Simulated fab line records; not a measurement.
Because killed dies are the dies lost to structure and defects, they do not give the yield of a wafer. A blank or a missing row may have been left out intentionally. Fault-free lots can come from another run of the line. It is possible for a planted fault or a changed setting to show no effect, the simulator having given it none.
fab line records	flow sky130
record lots=10	wafers=30	last-day=50
route steps=708 shown SD_N@349 LI_CONTACT@364 METAL1@453 PAD_OPEN@708
lots that met no fault: taken from a fault-free run of the same line
start-h: hours from the record's opening day to when the first of the lot's shown wafers began	wait-h: time in hours since the lot's previous step	" same as the row above	L1.1+2: a single row standing in for several wafers	- no value, or no start given	* or withheld: withheld	< > ~ a bound
route shown NAME@n: names a module that has steps shown in the file, with the first one's number in the route	usual: mean and standard deviation over wafers with no fault	same: alike in all rows	chamber/n: place in a boat	sites: readings site by site	_std_site: standard deviation of those values	_edge_site: the outer-site mean with the inner-site mean subtracted	radius-mm: for every site, how far away it sits from the centre of the wafer	mask NAME#n: copy n	behind: the last tool/chamber to shape the wafer	hold: why the lot went on hold/how many hours it stayed there/how the hold came to an end	device: the transistor (n, p or np) that didn't switch	end of line: tests of these same wafers at the route's end	a step without rows: its recipe alone	killed: the dies lost at the first sort to structure and to defects; this is not the yield of the wafer	map: per-die view of a wafer (x killed, . not killed, _ where there is no die)
set.NAME: the run value of the setting; set.NAME@STEP: its run value at that earlier step	model.NAME: the simulator's own value behind a step, which no gauge read
the route's steps for a sample of lots (tables are steps, rows are wafers)
services: from which hour (start-h, from the record's first day; less than 0 if before it) a tool's chamber was out of use, for how many hours, and why
## steps
# step SKY_SD_N_CD_MEAS_07
# recipe target-cd-nm=380
# usual cd-nm=379.8/2.4
lot.wafer	tool	chamber	start-h	wait-h	cd-nm
L176.1	cd-sem-01	-	708.29	0.1	381.4
L176.3	"	-	"	"	382.8
L176.5	"	-	"	"	382.2
L181.1	cd-sem-02	-	724.09	0.1	381.1
L181.2	"	-	"	"	380.3
L181.5	"	-	"	"	380.5
L187.2	cd-sem-01	-	774.36	0.1	378.3
L187.4	"	-	"	"	378.9
L187.6	"	-	"	"	378.8
L188.3	cd-sem-02	-	775.93	0.1	381.0
L188.5	"	-	"	"	380.5
L188.6	"	-	"	"	378.5
L189.1	cd-sem-01	-	780.26	0.1	381.1
L189.4	"	-	"	"	380.6
L189.5	"	-	"	"	382.4
L190.2	cd-sem-02	-	795.76	0.1	381.6
L190.3	"	-	"	"	380.7
L190.5	"	-	"	"	380.6
L191.1	cd-sem-01	-	800.11	0.1	384.5
L191.2	"	-	"	"	385.5
L191.6	"	-	"	"	385.2
L192.1	cd-sem-02	-	801.01	0.1	381.5
L192.2	"	-	"	"	379.9
L192.3	"	-	"	"	379.9
L193.2	cd-sem-01	-	812.56	0.1	379.7
L193.3	"	-	"	"	377.9
L193.6	"	-	"	"	379.9
L194.2	cd-sem-01	-	822.11	0.1	379.9
L194.3	"	-	"	"	380.2
L194.5	"	-	"	"	381.2
# step SKY_SD_N_STRIP_11
# recipe chemistry=O2/N2	power-w=1400	pressure-mtorr=1500	platen-temp-c=withheld	o2-flow-sccm=3000	n2-flow-sccm=300	overash-fraction=0.5
# usual drypump-motor-current-A=5.9/0.37	n2-flow-sccm=300.1/0.86	oes-product-au=0.528/0.0044	strip-time-to-endpoint-s=22.55/0.043
# same overash-fraction=0.5
lot.wafer	tool	chamber	start-h	wait-h	drypump-motor-current-A	n2-flow-sccm	oes-product-au	rf-hours-counter-h	strip-time-to-endpoint-s
L176.1	plasma-asher-01	1	708.74	0.1	6.5	299.4	0.528	60	22.56
L176.3	"	0	"	"	5.7	300.7	0.530	-	22.51
L176.5	"	1	"	"	6.5	299.6	0.523	-	22.57
L181.1	plasma-asher-03	1	724.55	0.1	6.0	302.4	0.535	105	22.50
L181.2	"	0	"	"	6.0	300.8	0.526	105	22.56
L181.5	"	0	"	"	6.0	300.1	0.529	-	22.52
L187.2	plasma-asher-03	0	775.10	0.2	6.0	300.4	0.527	4	22.59
L187.4	"	0	"	"	6.0	298.6	0.533	-	22.58
L187.6	"	0	"	"	6.0	300.2	0.529	-	22.58
L188.3	plasma-asher-03	1	776.38	0.1	6.0	300.6	0.528	-	22.45
L188.5	"	1	"	"	6.0	299.8	0.517	-	22.51
L188.6	"	0	"	"	6.0	301.3	0.532	-	22.50
L189.1	plasma-asher-03	1	780.72	0.1	6.0	301.7	0.532	4	22.55
L189.4	"	0	"	"	6.0	299.5	0.517	-	22.61
L189.5	"	0	"	"	6.0	299.2	0.531	-	22.60
L190.2	plasma-asher-02	0	796.19	0.1	5.2	299.6	0.530	36	22.53
L190.3	"	0	"	"	5.2	299.5	0.527	-	22.52
L190.5	"	1	"	"	5.5	299.9	0.540	-	22.56
L191.1	plasma-asher-01	0	800.57	0.1	5.7	299.5	0.522	68	22.60
L191.2	"	1	"	"	6.5	299.4	0.527	68	22.56
L191.6	"	1	"	"	6.5	299.1	0.530	-	22.57
L192.1	plasma-asher-02	0	801.47	0.1	5.2	301.2	0.528	36	22.54
L192.2	"	1	"	"	5.5	300.7	0.532	36	22.64
L192.3	"	1	"	"	5.5	300.1	0.525	-	22.59
L193.2	plasma-asher-01	1	812.99	0.1	6.5	301.5	0.530	70	22.60
L193.3	"	1	"	"	6.5	300.8	0.526	-	22.53
L193.6	"	1	"	"	6.5	301.6	0.530	-	22.55
L194.2	plasma-asher-01	0	822.54	0.1	5.7	300.1	0.530	71	22.55
L194.3	"	0	"	"	5.7	301.3	0.527	-	22.57
L194.5	"	0	"	"	5.7	299.6	0.531	-	22.59
# step SKY_LI_CONTACT_CMP_02
# recipe material=PSG	down-force-psi=4	platen-rpm=60	pad-velocity-m-s=0.94248
# usual motor-current-A=12.4/1.2	slurry-flow-ml-min=150.0/0.41	time-to-endpoint-s=32.9/2.2
lot.wafer	tool	chamber	start-h	wait-h	motor-current-A	slurry-flow-ml-min	time-to-endpoint-s
L176.3	cmp-01	0	709.86	0.2	11.6	150.1	33.3
L176.1	"	1	"	"	11.9	150.0	32.4
L176.5	"	3	"	"	14.0	150.9	30.4
L181.1	cmp-02	2	725.47	0.1	12.9	150.4	30.6
L181.2	"	0	"	"	14.7	149.0	35.0
L181.5	"	3	"	"	12.2	149.9	31.8
L187.2	cmp-01	2	776.07	0.0	11.0	149.8	32.9
L187.4	"	0	"	"	11.2	149.7	34.3
L187.6	"	3	"	"	13.9	150.2	32.6
L188.3	cmp-01	0	777.42	0.2	11.4	150.1	35.2
L188.6	"	1	"	"	12.7	149.5	33.8
L188.5	"	2	"	"	11.0	150.3	30.6
L189.4	cmp-02	0	781.70	0.1	13.1	150.5	32.3
L189.1	"	1	"	"	10.9	150.3	33.5
L189.5	"	3	"	"	12.1	150.4	32.5
L190.2	cmp-01	0	797.39	0.3	11.4	150.3	35.6
L190.3	"	3	"	"	14.5	149.6	31.9
L190.5	"	0	"	"	10.8	150.8	32.6
L191.2	cmp-01	3	801.49	0.0	14.2	149.6	29.5
L191.1	"	2	"	"	10.7	149.8	34.3
L191.6	"	0	"	"	12.0	149.8	35.0
L192.1	cmp-01	2	802.40	0.1	11.4	151.0	31.7
L192.2	"	3	"	"	13.8	150.0	30.4
L192.3	"	1	"	"	12.8	149.6	31.5
L193.3	cmp-02	1	813.97	0.1	11.5	150.6	31.9
L193.2	"	2	"	"	12.3	150.0	29.8
L193.6	"	1	"	"	11.2	149.5	34.1
L194.2	cmp-02	0	823.59	0.1	14.0	149.6	33.0
L194.3	"	1	"	"	10.7	150.1	31.4
L194.5	"	3	"	"	12.4	149.7	32.2
# step SKY_METAL1_METAL_ETCH_19
# recipe target-depth-a=3600	stop-on=SiO2	over-etch-frac=0.3	time-s=78	chemistry=Cl2/BCl3	resist-sidewall-deg=88	pressure-mtorr=10	icp-w=900	bias-w=48.5	Cl2_flow_sccm=60	bcl3-flow-sccm=30
# usual drypump-motor-current-A=5.7/0.53	oes-product-au=0.855/0.0058	throttle-valve-pct=22.264/0.0092
lot.wafer	tool	chamber	start-h	wait-h	drypump-motor-current-A	oes-product-au	rf-hours-counter-h	throttle-valve-pct
L176.1	rie-metal-02	1	822.96	0.1	5.5	0.685	12	22.260
L176.3	"	1	"	"	5.5	0.693	-	22.264
L176.5	"	1	"	"	5.5	0.692	-	22.256
L181.1	rie-metal-02	1	839.83	0.1	5.5	0.689	13	22.258
L181.2	"	1	"	"	5.4	0.688	-	22.256
L181.5	"	1	"	"	5.4	0.684	-	22.253
L187.2	rie-metal-03	0	889.59	0.0	5.6	0.856	6	22.266
L187.4	"	1	"	"	4.7	0.849	-	22.257
L187.6	"	1	"	"	4.7	0.854	-	22.262
L188.3	rie-metal-02	1	890.17	0.1	5.5	0.853	-	22.279
L188.5	"	1	"	"	5.5	0.859	-	22.262
L188.6	"	1	"	"	5.5	0.855	-	22.274
L189.1	rie-metal-02	0	894.49	0.0	6.6	0.850	1	22.270
L189.4	"	1	"	"	5.5	0.845	-	22.265
L189.5	"	0	"	"	6.6	0.849	-	22.288
L190.2	rie-metal-02	0	909.59	0.0	6.6	0.856	2	22.272
L190.3	"	0	"	"	6.6	0.855	-	22.259
L190.5	"	0	"	"	6.6	0.856	-	22.255
L191.1	rie-metal-03	1	912.54	0.0	4.7	0.853	9	22.254
L191.2	"	0	"	"	5.6	0.863	6	22.262
L191.6	"	0	"	"	5.6	0.860	-	22.259
L192.1	rie-metal-02	1	913.46	0.0	5.5	0.851	18	22.267
L192.2	"	0	"	"	6.6	0.842	2	22.273
L192.3	"	1	"	"	5.5	0.848	-	22.251
L193.2	rie-metal-04	0	923.59	0.0	6.0	0.856	16	22.277
L193.3	"	0	"	"	6.1	0.856	-	22.255
L193.6	"	0	"	"	6.0	0.850	-	22.268
L194.2	rie-metal-02	0	933.04	0.0	6.6	0.839	3	22.265
L194.3	"	0	"	"	6.6	0.855	-	22.250
L194.5	"	0	"	"	6.6	0.852	-	22.264
# step SKY_METAL1_STRIP_20
# recipe chemistry=O2/N2	power-w=1400	pressure-mtorr=1500	platen-temp-c=withheld	o2-flow-sccm=3000	n2-flow-sccm=300	overash-fraction=0.5
# usual drypump-motor-current-A=6.0/0.36	n2-flow-sccm=299.7/0.88	oes-product-au=0.344/0.0042	strip-time-to-endpoint-s=2.71/0.035
# same overash-fraction=0.5
lot.wafer	tool	chamber	start-h	wait-h	drypump-motor-current-A	n2-flow-sccm	oes-product-au	rf-hours-counter-h	strip-time-to-endpoint-s
L176.1	plasma-asher-03	0	823.14	0.1	6.0	299.9	0.394	8	3.97
L176.3	"	0	"	"	6.0	299.2	0.393	-	3.99
L176.5	"	0	"	"	6.0	299.4	0.391	-	4.00
L181.1	plasma-asher-01	0	840.01	0.1	5.7	299.9	0.401	73	3.96
L181.2	"	1	"	"	6.5	301.2	0.398	73	3.97
L181.5	"	1	"	"	6.5	299.8	0.399	-	3.96
L187.2	plasma-asher-03	0	889.68	0.1	6.0	300.6	0.344	16	2.67
L187.4	"	1	"	"	5.9	299.3	0.343	-	2.71
L187.6	"	0	"	"	6.0	300.8	0.338	-	2.69
L188.3	plasma-asher-01	1	890.32	0.1	6.5	299.5	0.343	-	2.74
L188.5	"	1	"	"	6.5	299.3	0.345	-	2.75
L188.6	"	0	"	"	5.7	299.4	0.340	-	2.70
L189.1	plasma-asher-01	1	894.58	0.1	6.5	298.3	0.338	78	2.74
L189.4	"	0	"	"	5.7	299.7	0.347	-	2.69
L189.5	"	0	"	"	5.7	300.5	0.348	-	2.71
L190.2	plasma-asher-03	0	909.68	0.1	6.0	300.4	0.347	17	2.67
L190.3	"	0	"	"	6.0	301.2	0.336	-	2.67
L190.5	"	0	"	"	6.0	299.5	0.341	-	2.69
L191.1	plasma-asher-01	0	912.63	0.1	5.7	300.6	0.348	80	2.74
L191.2	"	1	"	"	6.5	299.8	0.339	80	2.74
L191.6	"	0	"	"	5.7	300.6	0.342	-	2.74
L192.1	plasma-asher-02	0	913.55	0.1	5.2	300.0	0.337	46	2.71
L192.2	"	1	"	"	5.5	299.7	0.344	46	2.70
L192.3	"	0	"	"	5.2	298.2	0.348	-	2.72
L193.2	plasma-asher-03	0	923.68	0.1	6.0	299.9	0.339	19	2.76
L193.3	"	0	"	"	6.0	300.7	0.343	-	2.77
L193.6	"	1	"	"	6.0	298.8	0.349	-	2.76
L194.2	plasma-asher-01	1	933.13	0.1	6.6	299.8	0.344	82	2.71
L194.3	"	0	"	"	5.7	299.8	0.340	-	2.68
L194.5	"	0	"	"	5.7	299.6	0.350	-	2.72
# step SKY_PAD_OPEN_PROBE_99
# usual defect-limited-yield=82.5/1.9	killed_at_M0_to_M3=44/6.4	killed_at_M4_up=3.4/2.1	killed-at-contacts=23/5	killed-at-front-end=15/4.5	killed-at-other=0.3/0.54	killed-dies=86/9.5	killed-on-rim=17/3.9	killed-open=48/6.9	killed-short=38/5.9	sort_bin_3_pad_short=0.8/0.44	sort_bin_5_function=10.5/1.6	sort_bin_6_memory=6.1/1.1	sort-n-pass=406/9.5	sort-yield-pct=82.5/1.9
# same gross-dies=492	killed-at-back-side=0	sort_bin_4_leakage[%]=0	sort_bin_8_speed[%]=0
lot.wafer	tool	chamber	start-h	wait-h	hold	defect-limited-yield[%]	killed_at_M0_to_M3	killed_at_M4_up	killed-at-contacts	killed-at-front-end	killed-at-other	killed-dies	killed-on-rim	killed-open	killed-short	sort_bin_3_pad_short[%]	sort_bin_5_function[%]	sort_bin_6_memory[%]	sort-n-pass	sort-yield-pct[%]
L176.1	prober-02	-	1121.48	0.1	await-dispo/4.8h/scrap	0	446	1	25	20	0	492	96	48	35	0.8	93.1	6.1	0	0
L176.3	prober-02	-	1121.58	0.2	await-dispo/4.8h/scrap	0	451	5	17	19	0	492	96	39	39	0	94.9	5.1	0	0
L176.5	prober-02	-	1121.68	0.2	await-dispo/4.8h/scrap	0	454	5	24	9	0	492	96	45	43	0.6	92.5	6.9	0	0
L181.1	prober-01	-	1133.42	0.1	await-dispo/16.2h/scrap	0	443	7	25	17	0	492	96	63	37	0.4	90.4	9.1	0	0
L181.2	prober-01	-	1133.47	0.1	await-dispo/16.2h/scrap	0	440	7	20	24	1	492	96	50	48	1.6	92.1	6.3	0	0
L181.5	prober-01	-	1133.62	0.2	await-dispo/16.2h/scrap	0	449	4	18	21	0	492	96	43	42	0.8	94.1	5.1	0	0
L187.2	prober-01	-	1166.06	0.1	-	82.1	40	2	23	23	0	88	19	50	36	0.6	11.8	5.5	404	82.1
L187.4	prober-01	-	1166.16	0.2	-	85.6	36	0	22	11	2	71	12	30	39	0.4	8.9	5.1	421	85.6
L187.6	prober-01	-	1166.26	0.2	-	83.1	46	1	21	13	2	83	16	47	35	1.0	10.6	5.3	409	83.1
L188.3	prober-02	-	1169.66	0.2	-	81.7	45	2	25	18	0	90	12	54	36	0.8	11.2	6.3	402	81.7
L188.5	prober-02	-	1169.76	0.2	-	80.3	46	4	26	20	1	97	18	52	45	0.4	12.0	7.3	395	80.3
L188.6	prober-02	-	1169.81	0.2	-	82.1	48	5	13	22	0	88	14	49	36	1.4	8.3	8.1	404	82.1
L189.1	prober-01	-	1169.70	0.1	-	81.1	46	1	29	17	0	93	21	55	38	1.0	12.0	5.9	399	81.1
L189.4	prober-01	-	1169.85	0.2	-	80.3	53	6	23	14	1	97	20	54	42	0.6	13.6	5.5	395	80.3
L189.5	prober-01	-	1169.90	0.2	-	84.8	34	6	19	16	0	75	15	41	33	0.4	7.9	6.9	417	84.8
L190.2	prober-02	-	1178.88	0.1	-	83.7	54	3	17	5	1	80	13	40	40	0.8	10.0	5.5	412	83.7
L190.3	prober-02	-	1178.93	0.2	-	80.9	45	5	28	15	1	94	12	59	34	0.6	11.8	6.7	398	80.9
L190.5	prober-02	-	1179.03	0.2	-	83.9	37	3	21	18	0	79	12	38	41	0.8	8.1	7.1	413	83.9
L191.1	prober-01	-	1182.29	0.1	-	82.9	43	3	26	12	0	84	14	44	40	1.2	9.1	6.7	408	82.9
L191.2	prober-01	-	1182.34	0.1	-	80.3	40	5	35	16	1	97	13	59	38	0.8	11.8	7.1	395	80.3
L191.6	prober-01	-	1182.54	0.2	-	83.5	35	3	25	18	0	81	11	49	32	1.6	10.0	4.9	411	83.5
L192.1	prober-02	-	1184.50	0.1	-	80.1	46	7	35	10	0	98	17	47	51	1.6	11.6	6.7	394	80.1
L192.2	prober-02	-	1184.55	0.1	-	79.1	47	1	38	17	0	103	19	59	44	0.2	12.2	8.5	389	79.1
L192.3	prober-02	-	1184.60	0.2	-	81.3	43	0	32	16	1	92	19	52	39	1.4	11.2	6.1	400	81.3
L193.2	prober-01	-	1190.10	0.1	-	82.3	40	4	20	23	0	87	20	53	34	0.8	11.8	5.1	405	82.3
L193.3	prober-01	-	1190.15	0.2	-	82.7	47	1	20	16	1	85	16	52	33	0.6	11.6	5.1	407	82.7
L193.6	prober-01	-	1190.30	0.2	-	85.8	37	2	21	10	0	70	9	31	38	0.4	8.7	5.1	422	85.8
L194.2	prober-02	-	1196.46	0.1	-	82.7	52	3	16	14	0	85	16	50	35	0.8	10.0	6.5	407	82.7
L194.3	prober-02	-	1196.51	0.2	-	82.9	42	3	26	13	0	84	22	50	33	0.2	10.4	6.5	408	82.9
L194.5	prober-02	-	1196.61	0.2	-	83.5	35	5	22	19	0	81	19	42	39	1.0	11.2	4.3	411	83.5
# killed by level:class
L176.1 METAL1:area-etch=408 VIA2:geometric-particle:open=10 CONTACT:geometric-particle:open=8 VIA3:geometric-particle:short=6 POLY_GATE:geometric-particle:open=5 LI_CONTACT:geometric-particle:open=5 CONTACT:geometric-particle:short=5 VIA1:geometric-particle:open=5
L176.3 METAL1:area-etch=413 VIA1:geometric-particle:open=7 FIELD_ISO:geometric-particle:short=6 VIA1:geometric-particle:short=6 CONTACT:geometric-particle:open=6 LI_CONTACT:geometric-particle:open=5 VIA2:geometric-particle:short=5 VIA2:geometric-particle:open=5
L176.5 METAL1:area-etch=403 VIA1:geometric-particle:open=11 VIA2:geometric-particle:open=7 VIA3:geometric-particle:open=6 LOCAL_INTERCONNECT:geometric-particle:short=6 CONTACT:geometric-particle:short=6 CONTACT:geometric-particle:open=6 METAL1:geometric-particle:short=6
L181.1 METAL1:area-etch=392 VIA1:geometric-particle:open=19 LI_CONTACT:geometric-particle:open=9 METAL2:geometric-particle:short=7 CONTACT:geometric-particle:open=6 VIA3:geometric-particle:open=6 FIELD_ISO:geometric-particle:open=5 FIELD_ISO:geometric-particle:short=5
L181.2 METAL1:area-etch=390 VIA1:geometric-particle:open=13 VIA2:geometric-particle:open=8 FIELD_ISO:geometric-particle:short=7 LI_CONTACT:geometric-particle:open=6 CONTACT:geometric-particle:open=6 VIA3:geometric-particle:open=5 METAL4:geometric-particle:short=5
L181.5 METAL1:area-etch=406 VIA1:geometric-particle:short=9 FIELD_ISO:geometric-particle:open=7 VIA1:geometric-particle:open=7 VIA2:geometric-particle:open=7 POLY_GATE:geometric-particle:short=5 CONTACT:geometric-particle:short=5 LI_CONTACT:geometric-particle:open=5
L187.2 CONTACT:geometric-particle:open=11 POLY_GATE:geometric-particle:open=9 VIA1:geometric-particle:open=9 VIA2:geometric-particle:open=7 FIELD_ISO:geometric-particle:short=6 CONTACT:geometric-particle:short=6 VIA3:geometric-particle:open=6 METAL3:geometric-particle:short=5
L187.4 METAL1:geometric-particle:short=7 VIA1:geometric-particle:open=7 CONTACT:geometric-particle:open=6 METAL2:geometric-particle:short=6 LI_CONTACT:geometric-particle:short=5 POLY_GATE:geometric-particle:short=4 LI_CONTACT:geometric-particle:open=4 CONTACT:geometric-particle:short=4
L187.6 VIA1:geometric-particle:open=10 VIA3:geometric-particle:open=10 CONTACT:geometric-particle:short=7 METAL2:geometric-particle:short=6 CONTACT:geometric-particle:open=5 VIA1:geometric-particle:short=5 VIA2:geometric-particle:open=5 FIELD_ISO:geometric-particle:open=4
L188.3 CONTACT:geometric-particle:open=11 LI_CONTACT:geometric-particle:open=7 VIA3:geometric-particle:open=7 METAL1:geometric-particle:short=6 VIA1:geometric-particle:open=6 FIELD_ISO:geometric-particle:open=5 METAL2:geometric-particle:short=5 VIA2:geometric-particle:open=5
L189.1 CONTACT:geometric-particle:open=14 VIA2:geometric-particle:open=10 VIA3:geometric-particle:open=7 VIA1:geometric-particle:open=7 CONTACT:geometric-particle:short=6 METAL1:geometric-particle:short=6 VIA2:geometric-particle:short=5 POLY_GATE:geometric-particle:open=4
L188.5 LI_CONTACT:geometric-particle:open=9 VIA1:geometric-particle:open=8 FIELD_ISO:geometric-particle:short=7 POLY_GATE:geometric-particle:open=7 CONTACT:geometric-particle:open=7 VIA1:geometric-particle:short=7 VIA2:geometric-particle:open=6 VIA3:geometric-particle:open=5
L188.6 VIA3:geometric-particle:open=11 VIA2:geometric-particle:open=9 VIA1:geometric-particle:open=8 POLY_GATE:geometric-particle:short=6 CONTACT:geometric-particle:open=6 POLY_GATE:geometric-particle:open=5 FIELD_ISO:geometric-particle:short=4 METAL4:geometric-particle:short=4
L189.4 VIA1:geometric-particle:open=17 LI_CONTACT:geometric-particle:open=8 CONTACT:geometric-particle:open=8 VIA2:geometric-particle:open=6 METAL2:geometric-particle:short=6 FIELD_ISO:geometric-particle:short=5 VIA1:geometric-particle:short=5 METAL1:geometric-particle:short=5
L189.5 CONTACT:geometric-particle:open=7 METAL1:geometric-particle:short=7 METAL2:geometric-particle:short=7 FIELD_ISO:geometric-particle:open=6 LI_CONTACT:geometric-particle:open=6 VIA1:geometric-particle:open=5 METAL4:geometric-particle:short=5 VIA3:geometric-particle:open=4
L190.2 METAL2:geometric-particle:short=12 VIA1:geometric-particle:open=8 VIA3:geometric-particle:open=8 VIA1:geometric-particle:short=6 VIA2:geometric-particle:short=5 CONTACT:geometric-particle:open=5 METAL1:geometric-particle:short=5 LI_CONTACT:geometric-particle:open=4
L190.3 VIA1:geometric-particle:open=12 CONTACT:geometric-particle:open=11 VIA2:geometric-particle:open=11 LI_CONTACT:geometric-particle:open=8 METAL2:geometric-particle:short=5 METAL4:geometric-particle:short=5 FIELD_ISO:geometric-particle:open=4 CONTACT:geometric-particle:short=4
L190.5 LOCAL_INTERCONNECT:geometric-particle:short=6 VIA1:geometric-particle:open=6 VIA2:geometric-particle:open=6 VIA3:geometric-particle:open=6 LI_CONTACT:geometric-particle:open=5 METAL2:geometric-particle:short=5 CONTACT:geometric-particle:open=5 POLY_GATE:geometric-particle:open=4
L191.1 VIA1:geometric-particle:open=11 CONTACT:geometric-particle:open=10 LI_CONTACT:geometric-particle:open=7 METAL2:geometric-particle:short=7 VIA3:geometric-particle:open=6 FIELD_ISO:geometric-particle:short=5 CONTACT:geometric-particle:short=4 METAL1:geometric-particle:short=4
L191.2 CONTACT:geometric-particle:open=11 VIA2:geometric-particle:open=9 LI_CONTACT:geometric-particle:open=8 VIA1:geometric-particle:open=8 METAL2:geometric-particle:short=7 POLY_GATE:geometric-particle:short=6 LOCAL_INTERCONNECT:geometric-particle:open=6 VIA3:geometric-particle:open=5
L191.6 LI_CONTACT:geometric-particle:open=9 VIA1:geometric-particle:open=7 VIA2:geometric-particle:open=7 VIA3:geometric-particle:open=6 CONTACT:geometric-particle:short=6 CONTACT:geometric-particle:open=6 FIELD_ISO:geometric-particle:short=5 POLY_GATE:geometric-particle:open=4
L192.1 CONTACT:geometric-particle:open=15 LI_CONTACT:geometric-particle:open=7 VIA2:geometric-particle:open=7 CONTACT:geometric-particle:short=6 METAL1:geometric-particle:short=6 VIA1:geometric-particle:open=6 METAL2:geometric-particle:short=6 METAL4:geometric-particle:short=5
L192.2 CONTACT:geometric-particle:open=19 VIA2:geometric-particle:open=8 LI_CONTACT:geometric-particle:open=7 FIELD_ISO:geometric-particle:short=6 LI_CONTACT:geometric-particle:short=6 VIA1:geometric-particle:open=6 CONTACT:geometric-particle:short=5 VIA3:geometric-particle:open=5
L192.3 CONTACT:geometric-particle:open=13 LI_CONTACT:geometric-particle:open=9 VIA1:geometric-particle:open=8 METAL2:geometric-particle:short=7 CONTACT:geometric-particle:short=6 VIA1:geometric-particle:short=6 FIELD_ISO:geometric-particle:short=5 VIA3:geometric-particle:open=5
L193.2 VIA1:geometric-particle:open=11 CONTACT:geometric-particle:open=8 VIA3:geometric-particle:open=8 FIELD_ISO:geometric-particle:open=5 POLY_GATE:geometric-particle:open=5 POLY_GATE:geometric-particle:short=5 LI_CONTACT:geometric-particle:open=5 CONTACT:geometric-particle:short=5
L193.3 VIA1:geometric-particle:open=13 CONTACT:geometric-particle:open=10 VIA1:geometric-particle:short=7 VIA2:geometric-particle:open=7 FIELD_ISO:geometric-particle:open=6 METAL1:geometric-particle:short=5 METAL2:geometric-particle:short=5 LI_CONTACT:geometric-particle:open=4
L193.6 METAL2:geometric-particle:short=10 CONTACT:geometric-particle:open=8 VIA1:geometric-particle:open=7 LOCAL_INTERCONNECT:geometric-particle:short=5 METAL1:geometric-particle:short=5 FIELD_ISO:geometric-particle:open=3 LI_CONTACT:geometric-particle:open=3 VIA1:geometric-particle:short=3
L194.2 VIA1:geometric-particle:open=16 LI_CONTACT:geometric-particle:open=8 POLY_GATE:geometric-particle:open=6 CONTACT:geometric-particle:open=6 METAL1:geometric-particle:short=6 METAL3:geometric-particle:short=6 METAL2:geometric-particle:short=5 VIA1:geometric-particle:short=4
L194.3 VIA1:geometric-particle:open=13 CONTACT:geometric-particle:open=11 VIA2:geometric-particle:open=7 LI_CONTACT:geometric-particle:open=6 FIELD_ISO:geometric-particle:open=5 POLY_GATE:geometric-particle:open=4 LOCAL_INTERCONNECT:geometric-particle:short=4 METAL1:geometric-particle:short=4
L194.5 VIA1:geometric-particle:open=9 CONTACT:geometric-particle:open=8 LI_CONTACT:geometric-particle:open=6 FIELD_ISO:geometric-particle:open=5 POLY_GATE:geometric-particle:open=5 VIA1:geometric-particle:short=5 METAL2:geometric-particle:short=5 METAL1:geometric-particle:short=4
## services
tool	chamber	start-h	hours	kind
cmp-02	-	707.92	2.5	repair
cmp-01	-	731.43	3.2	pm
plasma-asher-03	-	733.75	9.0	pm
plasma-asher-03	0	733.75	9.0	vent-cycle
plasma-asher-03	1	733.75	9.0	vent-cycle
cmp-01	-	737.75	0.8	repair
cmp-02	-	744.76	4.0	pm
plasma-asher-02	-	753.23	4.1	repair
plasma-asher-01	-	754.35	14.6	pm
rie-metal-03	-	777.81	0.6	repair
rie-metal-02	-	789.98	0.7	repair
cmp-02	-	796.94	5.2	pm
cmp-01	-	803.08	0.3	repair
cmp-02	-	804.06	1.7	repair
rie-metal-02	0	805.95	20.4	repair
cmp-01	-	812.12	0.4	repair
plasma-asher-02	-	817.29	14.6	pm
rie-metal-03	-	828.80	0.4	repair
cmp-02	-	846.72	5.8	pm
cmp-02	-	853.66	3.9	repair
rie-metal-02	0	883.75	9.9	repair
cmp-02	-	906.50	1.9	repair
cmp-01	-	912.26	4.0	pm
plasma-asher-01	-	925.21	3.6	repair
## key
first-sign step=SKY_METAL1_METAL_ETCH_19	reading=oes-product-au	direction=down	sigmas=29	usual=0.855	struck=0.688
effect step=SKY_METAL1_STRIP_20	reading=strip-time-to-endpoint-s	direction=up	sigmas=36	usual=*	struck=*
effect step=SKY_PAD_OPEN_PROBE_99	reading=killed_at_M0_to_M3	direction=up	sigmas=63	usual=44	struck=447
more-kills-born-at SKY_METAL1_METAL_ETCH_19@rie-metal-02=2412
met-at SKY_METAL1_METAL_ETCH_19
struck-lots L176,L181
struck-wafers L176.1,L176.3,L176.5,L181.1,L181.2,L181.5
later-rows-left-out L176.1,L176.3,L176.5,L181.1,L181.2,L181.5
not-acting-at SKY_SD_N_CD_MEAS_07,SKY_SD_N_STRIP_11,SKY_LI_CONTACT_CMP_02
fault kind=process-parameter-drift	tool=rie-metal-02	chamber=1	onset-h=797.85	steps=SKY_METAL1_METAL_ETCH_19	channel=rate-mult	offset=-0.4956	shape=step	end-h=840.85
# later-rows-left-out: the simulator's readings of these wafers behind a module that went badly wrong aren't trusted and aren't shown, but for the sort
